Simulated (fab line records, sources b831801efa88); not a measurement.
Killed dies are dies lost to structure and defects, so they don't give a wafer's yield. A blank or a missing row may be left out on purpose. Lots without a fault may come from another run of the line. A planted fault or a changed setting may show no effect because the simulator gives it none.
fab line records	flow sky130
record: lots: 13	wafers: 39	lastDay: 50
route steps=708 shown VIA4@642 METAL5@661 PAD_OPEN@708
lots untouched by any fault: they come from a run of this same line in which no faults occurred
startH: the number of hours between the record's first day and the start of the first shown wafer of the lot	waitH: hours from the lot's prior step to this one	" repeats the value in the row above	L1.1+2: a row that stands for several wafers	- either no value or no given start	* or withheld: withheld	< > ~ a bound
route shown NAME@n: a module of which the file shows steps, and the number in the route of the first	usual: the fault-free wafers' mean and standard deviation	same: alike in all rows	chamber/n: place in a boat	sites: readings site by site	_std_site: how widely they spread, as a standard deviation	_edge_site: inner sites' mean taken away from outer sites' mean	radiusMm: for every site, how far away it sits from the centre of the wafer	mask NAME#n: copy n	behind: the most recent tool/chamber to have shaped the wafer	hold: reason for holding the lot/hours on hold/outcome of the hold	device: which transistor (n, p or np) failed to switch	end of line: tests run on the same wafers once the route is complete	a step with no rows: only its recipe	killed: the dies lost at the first sort to structure and to defects; this is not the yield of the wafer	map: per-die view of a wafer (x killed, . not killed, _ where there is no die)
set.NAME: the setting the step ran with; set.NAME@STEP: the setting that earlier step ran with	model.NAME: the simulator's own value behind a step, which no gauge read
one table for each step of the route and one row for each wafer, over a sample of lots
services: the hour from which a tool's chamber was out of use, counted from the record's first day as startH (under 0 if before that day), plus the number of hours and why
== steps ==
step: SKY_VIA4_BOW_MEAS_03
recipe: mode: bow
usual: VIA4_BOW: 81/8.1
lot.wafer	tool	chamber	startH	waitH	VIA4_BOW[um]
L893.3	filmMetro-02	-	981.19	0.2	75
L893.4	"	-	"	"	77
L893.5	"	-	"	"	68
L894.1	filmMetro-02	-	988.18	0.1	72
L894.4	"	-	"	"	71
L894.6	"	-	"	"	82
L895.1	filmMetro-04	-	994.81	0.2	100
L895.5	"	-	"	"	84
L895.6	"	-	"	"	87
L896.2	filmMetro-04	-	1003.82	0.2	80
L896.3	"	-	"	"	75
L896.5	"	-	"	"	89
L898.1	filmMetro-04	-	1021.19	0.2	89
L898.2	"	-	"	"	81
L898.6	"	-	"	"	85
L900.1	filmMetro-03	-	1040.81	0.1	68
L900.3	"	-	"	"	80
L900.5	"	-	"	"	79
L905.4	filmMetro-04	-	1065.87	0.2	84
L905.5	"	-	"	"	81
L905.6	"	-	"	"	92
L908.2	filmMetro-02	-	1090.66	0.2	66
L908.3	"	-	"	"	77
L908.5	"	-	"	"	81
L909.2	filmMetro-03	-	1106.79	0.2	77
L909.3	"	-	"	"	81
L909.4	"	-	"	"	73
L911.3	filmMetro-03	-	1107.41	0.2	87
L911.5	"	-	"	"	92
L911.6	"	-	"	"	89
L912.2	filmMetro-04	-	1108.59	0.1	95
L912.3	"	-	"	"	81
L912.5	"	-	"	"	94
L915.1	filmMetro-02	-	1121.87	0.1	89
L915.2	"	-	"	"	93
L915.5	"	-	"	"	72
L914.1	filmMetro-02	-	1123.81	0.2	78
L914.4	"	-	"	"	74
L914.6	"	-	"	"	75
step: SKY_VIA4_STRIP_13
recipe: chemistry: O2/N2	powerW: 1400	pressureMtorr: 1500	platenTempC: withheld	o2FlowSccm: 3000	n2FlowSccm: 300	overashFraction: 0.5
usual: drypumpMotorCurrentA: 5.5/0.6	oesProductAu: 0.710/0.0046	stripTimeToEndpointS: 12.806/0.026
lot.wafer	tool	chamber	startH	waitH	drypumpMotorCurrentA	oesProductAu	rfHoursCounterH	stripTimeToEndpointS
L893.3	plasmaAsher-04	1	1004.44	-	4.9	0.712	-	12.855
L893.4	"	0	"	"	6.4	0.703	-	12.778
L893.5	"	0	"	"	6.4	0.713	-	12.797
L894.1	plasmaAsher-03	1	1011.80	-	6.2	0.706	119	12.781
L894.4	"	0	"	"	5.7	0.714	-	12.854
L894.6	"	1	"	"	6.2	0.711	-	12.813
L895.1	plasmaAsher-03	1	1018.40	-	6.2	0.705	120	12.842
L895.5	"	1	"	"	6.2	0.706	-	12.859
L895.6	"	0	"	"	5.7	0.714	-	12.794
L896.2	plasmaAsher-03	0	1026.50	-	5.7	0.711	121	12.785
L896.3	"	1	"	"	6.2	0.711	-	12.792
L896.5	"	0	"	"	5.7	0.710	-	12.789
L898.1	plasmaAsher-04	1	1044.28	-	4.9	0.719	65	12.770
L898.2	"	0	"	"	6.3	0.704	65	12.779
L898.6	"	0	"	"	6.4	0.706	-	12.756
L900.1	plasmaAsher-04	0	1063.18	-	6.4	0.707	68	12.812
L900.3	"	1	"	"	4.8	0.707	-	12.789
L900.5	"	0	"	"	6.4	0.706	-	12.802
L905.4	plasmaAsher-04	0	1086.73	-	6.3	0.712	-	12.831
L905.5	"	0	"	"	6.4	0.705	-	12.805
L905.6	"	1	"	"	4.8	0.709	-	12.856
L908.2	plasmaAsher-02	1	1110.70	-	5.0	0.711	29	12.812
L908.3	"	0	"	"	5.2	0.718	-	12.782
L908.5	"	0	"	"	5.2	0.718	-	12.820
L909.2	plasmaAsher-03	0	1126.43	-	5.7	0.706	6	12.840
L909.3	"	1	"	"	6.2	0.710	-	12.796
L909.4	"	0	"	"	5.7	0.717	-	12.794
L911.3	plasmaAsher-02	0	1127.04	-	5.2	0.704	-	12.807
L911.5	"	0	"	"	5.2	0.718	-	12.863
L911.6	"	1	"	"	5.0	0.712	-	12.792
L912.2	plasmaAsher-04	1	1128.55	-	4.9	0.708	74	12.786
L912.3	"	0	"	"	6.4	0.709	-	12.825
L912.5	"	0	"	"	6.4	0.708	-	12.839
L915.1	plasmaAsher-02	0	1140.26	-	5.2	0.709	32	12.767
L915.2	"	1	"	"	4.9	0.709	32	12.827
L915.5	"	0	"	"	5.2	0.698	-	12.816
L914.1	plasmaAsher-02	1	1142.98	-	5.0	0.707	32	12.887
L914.4	"	0	"	"	5.2	0.712	-	12.806
L914.6	"	1	"	"	5.0	0.705	-	12.834
step: SKY_VIA4_CVD_18
recipe: material: W	targetThkNm: 505	timeS: 152.14	tempC: 400	pressureTorr: 40
usual: heaterPowerW: 923/100
lot.wafer	tool	chamber	startH	waitH	heaterPowerW
L893.3	cvdW-01	0	1005.46	0.1	759
L893.4	"	1	"	"	986
L893.5	"	0	"	"	767
L894.1	cvdW-02	0	1012.46	0.0	1000
L894.4	"	0	"	"	1014
L894.6	"	1	"	"	929
L895.1	cvdW-02	1	1019.05	0.0	954
L895.5	"	1	"	"	943
L895.6	"	0	"	"	1001
L896.2	cvdW-02	0	1027.15	0.0	1010
L896.3	"	0	"	"	1001
L896.5	"	1	"	"	935
L896.2	cvdW-02	0	1027.47	0.3	1008
L896.3	"	0	"	"	1007
L896.5	"	1	"	"	935
L898.1	cvdW-01	0	1044.93	0.0	751
L898.2	"	1	"	"	991
L898.6	"	1	"	"	1011
L900.1	cvdW-02	1	1063.88	0.0	954
L900.3	"	0	"	"	1021
L900.5	"	1	"	"	924
L900.1	cvdW-02	1	1064.19	0.3	957
L900.3	"	0	"	"	994
L900.5	"	1	"	"	921
L905.4	cvdW-01	1	1087.40	0.1	981
L905.5	"	1	"	"	969
L905.6	"	0	"	"	752
L905.4	cvdW-01	1	1087.72	0.3	977
L905.5	"	1	"	"	967
L905.6	"	0	"	"	722
L908.2	cvdW-01	0	1111.38	0.0	767
L908.3	"	1	"	"	970
L908.5	"	0	"	"	741
L909.2	cvdW-01	0	1127.08	0.0	737
L909.3	"	0	"	"	746
L909.4	"	1	"	"	1001
L911.3	cvdW-02	0	1127.71	0.1	1030
L911.5	"	0	"	"	989
L911.6	"	1	"	"	941
L912.2	cvdW-02	0	1129.28	0.0	1026
L912.3	"	1	"	"	934
L912.5	"	0	"	"	1000
L915.1	cvdW-01	0	1140.91	0.0	784
L915.2	"	0	"	"	737
L915.5	"	0	"	"	744
L914.1	cvdW-02	0	1143.63	0.0	991
L914.4	"	1	"	"	938
L914.6	"	1	"	"	949
step: SKY_VIA4_RS_MEAS_19
recipe: thkMeasGauge: four-point-probe	reads: W_of_VIA4_CVD_18+TiN_of_VIA4_SPUTTER_17
usual: VIA4_W_RS: 0.227/0.0043
lot.wafer	tool	chamber	startH	waitH	VIA4_W_RS[ohm/sq]
L893.3	filmMetro-03	-	1005.60	0.1	0.226
L893.4	"	-	"	"	0.226
L893.5	"	-	"	"	0.226
L894.1	filmMetro-02	-	1012.61	0.1	0.230
L894.4	"	-	"	"	0.229
L894.6	"	-	"	"	0.219
L895.1	filmMetro-04	-	1019.20	0.1	0.219
L895.5	"	-	"	"	0.220
L895.6	"	-	"	"	0.232
L896.2	filmMetro-04	-	1027.64	0.1	0.113
L896.3	"	-	"	"	0.113
L896.5	"	-	"	"	0.109
L896.2	filmMetro-04	-	1027.93	0.3	0.113
L896.3	"	-	"	"	0.113
L896.5	"	-	"	"	0.109
L898.1	filmMetro-02	-	1045.08	0.1	0.230
L898.2	"	-	"	"	0.225
L898.6	"	-	"	"	0.232
L900.1	filmMetro-02	-	1064.35	0.1	0.110
L900.3	"	-	"	"	0.114
L900.5	"	-	"	"	0.110
L900.1	filmMetro-02	-	1064.63	0.3	0.110
L900.3	"	-	"	"	0.114
L900.5	"	-	"	"	0.110
L905.4	filmMetro-03	-	1087.88	0.1	0.114
L905.5	"	-	"	"	0.114
L905.6	"	-	"	"	0.114
L905.4	filmMetro-03	-	1088.17	0.3	0.114
L905.5	"	-	"	"	0.114
L905.6	"	-	"	"	0.114
L908.2	filmMetro-04	-	1111.55	0.1	0.232
L908.3	"	-	"	"	0.227
L908.5	"	-	"	"	0.229
L909.2	filmMetro-02	-	1127.25	0.1	0.230
L909.3	"	-	"	"	0.227
L909.4	"	-	"	"	0.230
L911.3	filmMetro-03	-	1127.86	0.1	0.230
L911.5	"	-	"	"	0.226
L911.6	"	-	"	"	0.220
L912.2	filmMetro-02	-	1129.45	0.1	0.227
L912.3	"	-	"	"	0.219
L912.5	"	-	"	"	0.227
L915.1	filmMetro-03	-	1141.22	0.3	0.226
L915.2	"	-	"	"	0.225
L915.5	"	-	"	"	0.229
L914.1	filmMetro-03	-	1143.78	0.1	0.228
L914.4	"	-	"	"	0.220
L914.6	"	-	"	"	0.217
step: SKY_METAL5_SPUTTER_00
recipe: material: Ti	targetThkNm: 15	powerW: 3000	timeS: 10	chamberPressurePa: 0.4
usual: throttleValvePct: 30.1/1.1
lot.wafer	tool	chamber	startH	waitH	throttleValvePct
L893.3	pvdSputter-03	-	1006.04	0.2	31.0
L893.4	"	-	"	"	30.3
L893.5	"	-	"	"	30.1
L894.1	pvdSputter-04	-	1013.09	0.2	27.1
L894.4	"	-	"	"	29.2
L894.6	"	-	"	"	28.7
L895.1	pvdSputter-04	-	1019.68	0.2	28.9
L895.5	"	-	"	"	29.5
L895.6	"	-	"	"	27.0
L898.1	pvdSputter-03	-	1045.56	0.1	29.6
L898.2	"	-	"	"	30.2
L898.6	"	-	"	"	29.9
L908.2	pvdSputter-04	-	1112.19	0.1	28.6
L908.3	"	-	"	"	27.3
L908.5	"	-	"	"	28.7
L909.2	pvdSputter-03	-	1127.71	0.2	30.2
L909.3	"	-	"	"	29.6
L909.4	"	-	"	"	29.6
L911.3	pvdSputter-01	-	1128.30	0.1	30.8
L911.5	"	-	"	"	30.8
L911.6	"	-	"	"	30.2
L912.2	pvdSputter-01	-	1129.91	0.2	30.7
L912.3	"	-	"	"	30.1
L912.5	"	-	"	"	29.7
L915.1	pvdSputter-03	-	1141.76	0.2	29.8
L915.2	"	-	"	"	30.1
L915.5	"	-	"	"	29.7
L914.1	pvdSputter-04	-	1144.26	0.2	27.2
L914.4	"	-	"	"	28.9
L914.6	"	-	"	"	32.2
step: SKY_PAD_OPEN_PROBE_99
usual: defectLimitedYield: 82.3/2	killed_at_M0_to_M3: 45/7.5	killed_at_M4_up: 3.2/1.8	killedAtContacts: 24/4.9	killedAtFrontEnd: 15/4.4	killedAtOther: 0.3/0.54	killedDies: 87/9.8	killedOpen: 47/6.4	killedShort: 40/6.5	sort_bin_3_pad_short: 0.9/0.44	sort_bin_5_function: 10.5/1.5	sort_bin_6_memory: 6.3/1.2	sortNPass: 405/9.8	sortYieldPct: 82.3/2
same: grossDies: 492	killedAtBackSide: 0	sort_bin_4_leakage[%]: 0	sort_bin_8_speed[%]: 0
lot.wafer	tool	chamber	startH	waitH	defectLimitedYield[%]	killed_at_M0_to_M3	killed_at_M4_up	killedAtContacts	killedAtFrontEnd	killedAtOther	killedDies	killedOpen	killedShort	sort_bin_3_pad_short[%]	sort_bin_5_function[%]	sort_bin_6_memory[%]	sortNPass	sortYieldPct[%]
L894.1	prober-01	-	1083.11	0.1	85.8	32	5	14	19	0	70	37	33	1.4	8.9	3.9	422	85.8
L894.4	prober-01	-	1083.26	0.2	83.5	46	3	19	13	0	81	37	44	0.6	10.0	5.9	411	83.5
L894.6	prober-01	-	1083.36	0.2	84.1	36	3	23	16	0	78	42	36	1.0	9.8	5.1	414	84.1
L895.1	prober-01	-	1088.10	0.1	82.7	40	3	21	21	0	85	47	38	1.0	10.0	6.3	407	82.7
L895.5	prober-01	-	1088.30	0.2	78.7	57	1	35	12	0	105	55	50	1.4	11.8	8.1	387	78.7
L895.6	prober-01	-	1088.35	0.2	82.5	47	1	23	14	1	86	49	37	0.2	9.6	7.7	406	82.5
L908.2	prober-02	-	1171.61	0.1	82.1	51	2	20	15	0	88	47	40	0.8	9.6	7.5	404	82.1
L908.3	prober-02	-	1171.66	0.2	79.5	57	5	23	15	1	101	53	48	0.8	13.8	5.9	391	79.5
L908.5	prober-02	-	1171.76	0.2	84.8	34	4	24	12	1	75	41	34	0.4	8.5	6.3	417	84.8
L912.2	prober-02	-	1187.25	0.1	84.6	41	2	20	13	0	76	47	29	0.2	9.6	5.7	416	84.6
L912.3	prober-02	-	1187.30	0.2	82.1	46	4	26	12	0	88	47	40	0.6	11.8	5.5	404	82.1
L912.5	prober-02	-	1187.40	0.2	82.5	51	3	19	12	1	86	51	35	1.0	9.6	6.9	406	82.5
killed by level:class
L894.1 METAL1:geometricParticle:short=9 VIA1:geometricParticle:open=9 FIELD_ISO:geometricParticle:open=6 CONTACT:geometricParticle:open=5 FIELD_ISO:geometricParticle:short=4 POLY_GATE:geometricParticle:open=4 POLY_GATE:geometricParticle:short=4 METAL2:geometricParticle:short=4
L894.4 METAL1:geometricParticle:short=13 VIA1:geometricParticle:open=13 CONTACT:geometricParticle:open=9 LI_CONTACT:geometricParticle:open=5 VIA1:geometricParticle:short=5 VIA3:geometricParticle:short=5 FIELD_ISO:geometricParticle:short=4 LOCAL_INTERCONNECT:geometricParticle:short=3
L894.6 VIA1:geometricParticle:open=9 CONTACT:geometricParticle:open=8 VIA1:geometricParticle:short=7 VIA2:geometricParticle:open=6 VIA3:geometricParticle:open=6 FIELD_ISO:geometricParticle:open=5 LI_CONTACT:geometricParticle:open=5 FIELD_ISO:geometricParticle:short=4
L895.1 CONTACT:geometricParticle:open=9 VIA1:geometricParticle:open=9 VIA1:geometricParticle:short=8 LI_CONTACT:geometricParticle:open=5 VIA2:geometricParticle:open=5 VIA3:geometricParticle:open=5 POLY_GATE:geometricParticle:short=4 FIELD_ISO:geometricParticle:open=3
L895.5 VIA1:geometricParticle:open=23 CONTACT:geometricParticle:open=12 LOCAL_INTERCONNECT:geometricParticle:short=9 METAL2:geometricParticle:short=8 CONTACT:geometricParticle:short=7 VIA2:geometricParticle:open=6 METAL3:geometricParticle:short=5 FIELD_ISO:geometricParticle:short=3
L895.6 CONTACT:geometricParticle:open=9 VIA1:geometricParticle:open=9 LI_CONTACT:geometricParticle:open=7 METAL1:geometricParticle:short=7 METAL2:geometricParticle:short=7 FIELD_ISO:geometricParticle:short=6 METAL1:geometricParticle:open=6 VIA2:geometricParticle:open=6
L908.2 VIA1:geometricParticle:open=17 VIA1:geometricParticle:short=7 CONTACT:geometricParticle:short=6 CONTACT:geometricParticle:open=6 VIA2:geometricParticle:open=5 VIA2:geometricParticle:short=5 VIA3:geometricParticle:open=5 FIELD_ISO:geometricParticle:short=4
L908.3 VIA1:geometricParticle:open=14 VIA2:geometricParticle:open=10 LOCAL_INTERCONNECT:geometricParticle:short=7 CONTACT:geometricParticle:open=7 METAL1:geometricParticle:short=6 VIA1:geometricParticle:short=5 VIA3:geometricParticle:open=5 FIELD_ISO:geometricParticle:short=4
L908.5 CONTACT:geometricParticle:open=11 VIA3:geometricParticle:open=7 LI_CONTACT:geometricParticle:open=5 LOCAL_INTERCONNECT:geometricParticle:short=5 VIA1:geometricParticle:open=5 METAL2:geometricParticle:short=5 METAL1:geometricParticle:short=4 VIA2:geometricParticle:short=4
L912.2 VIA1:geometricParticle:open=12 FIELD_ISO:geometricParticle:open=6 CONTACT:geometricParticle:open=6 METAL1:geometricParticle:short=6 VIA2:geometricParticle:open=5 VIA3:geometricParticle:open=5 POLY_GATE:geometricParticle:open=4 CONTACT:geometricParticle:short=4
L912.3 VIA1:geometricParticle:open=12 CONTACT:geometricParticle:open=10 METAL1:geometricParticle:short=8 METAL2:geometricParticle:short=7 VIA3:geometricParticle:open=7 LI_CONTACT:geometricParticle:open=5 VIA2:geometricParticle:open=5 CONTACT:geometricParticle:short=5
L912.5 VIA1:geometricParticle:open=11 CONTACT:geometricParticle:open=8 VIA2:geometricParticle:open=8 VIA2:geometricParticle:short=8 METAL1:geometricParticle:short=7 VIA3:geometricParticle:open=6 FIELD_ISO:geometricParticle:open=4 LI_CONTACT:geometricParticle:open=3
== services ==
tool	chamber	startH	hours	kind
plasmaAsher-04	-	981.31	8.4	pm
cvdW-02	-	981.39	2.8	pm
pvdSputter-03	-	996.32	3.9	repair
cvdW-01	-	1005.71	6.9	pm
pvdSputter-03	1	1006.20	-	consumableReplace:kit
pvdSputter-03	1	1006.20	18.0	scheduledDown
pvdSputter-03	1	1006.20	18.0	ventCycle
plasmaAsher-02	-	1016.98	9.5	repair
pvdSputter-03	-	1021.40	2.0	repair
pvdSputter-01	-	1031.02	10.1	repair
plasmaAsher-03	-	1055.25	9.0	pm
plasmaAsher-03	0	1055.25	9.0	ventCycle
plasmaAsher-03	1	1055.25	9.0	ventCycle
plasmaAsher-03	-	1056.17	1.4	repair
plasmaAsher-03	0	1064.25	-	clean
plasmaAsher-03	1	1064.25	-	clean
pvdSputter-04	-	1070.35	13.2	repair
plasmaAsher-02	-	1077.56	1.5	repair
pvdSputter-03	-	1091.30	2.6	repair
pvdSputter-01	-	1091.68	1.6	repair
cvdW-02	0	1096.99	1.4	repair
plasmaAsher-04	-	1098.30	3.9	repair
cvdW-02	-	1109.26	1.2	repair
cvdW-01	1	1140.33	12.8	repair
== key ==
firstSign: step: SKY_VIA4_CVD_18	reading: visit	direction: added
effect: step: SKY_VIA4_RS_MEAS_19	reading: visit	direction: added
effect: step: SKY_VIA4_RS_MEAS_19	reading: VIA4_W_RS	direction: down	sigmas: 26	usual: 0.227	struck: 0.112
metAt SKY_VIA4_CVD_18
struckLots L896,L900,L905
scrappedBehind SKY_VIA4_RS_MEAS_19 L896.2,L896.3,L896.5,L900.1,L900.3,L900.5,L905.4,L905.5,L905.6
notActingAt SKY_VIA4_BOW_MEAS_03,SKY_VIA4_STRIP_13,SKY_METAL5_SPUTTER_00
fault: kind: repeatedStepWhole	tool: cvdW-01,cvdW-02	chamber: -	onsetH: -	steps: SKY_VIA4_CVD_18	times: 1	scope: struckLotsOnly
